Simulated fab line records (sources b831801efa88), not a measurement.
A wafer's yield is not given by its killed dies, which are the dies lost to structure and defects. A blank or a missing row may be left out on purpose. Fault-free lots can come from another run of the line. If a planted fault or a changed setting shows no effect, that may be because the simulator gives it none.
Matching of chambers	flow sky130	SKY_POLY_GATE_ETCH_17 on rie_si-02 has 4 sister chambers
The step etches poly-Si in HBr/Cl2, stops on SiO2, target depth 180 nm, time 70.5 s. 4 wafers are shown with their chamber, then 9 later ones without.

== EACH WAFER AND ITS CHAMBER ==
wafer	chamber	drypump_motor_current_A (A)
L576.1	0	6.2
L581.1	2	6.1
L581.4	3	6.0
L581.6	1	5.7

== WAFERS WITH NO CHAMBER GIVEN ==
wafer	drypump_motor_current_A (A)
L582.1	6.0
L582.2	6.1
L582.3	5.7
L584.1	5.8
L584.5	5.7
L584.6	6.1
L583.1	6.1
L583.5	6.1
L583.6	6.0

== CHAMBER TAKEN BY EACH ==
wafer	from the rows above	in truth
L582.1	3	3
L582.2	2	2
L582.3	1	1
L584.1	1	1
L584.5	1	1
L584.6	2	2
L583.1	2	2
L583.5	2	2
L583.6	3	3
Correctly placed: 9 of 9. Left unplaced by these rows: 0. 0 placed wrongly.
How it was worked out, from the rows above alone: a wafer's distance from a chamber is the root of the sum, over the readings, of the square of ((its reading less the chamber's mean) divided by the reading's scatter). The wafer belongs to the nearest chamber; if the next one is less than 2 further off, it can't be placed. For every chamber, the mean is computed from those of its wafers that are shown. The scatter: root of mean squared gap, hidden wafer to nearest shown wafer, with one shown wafer a chamber.
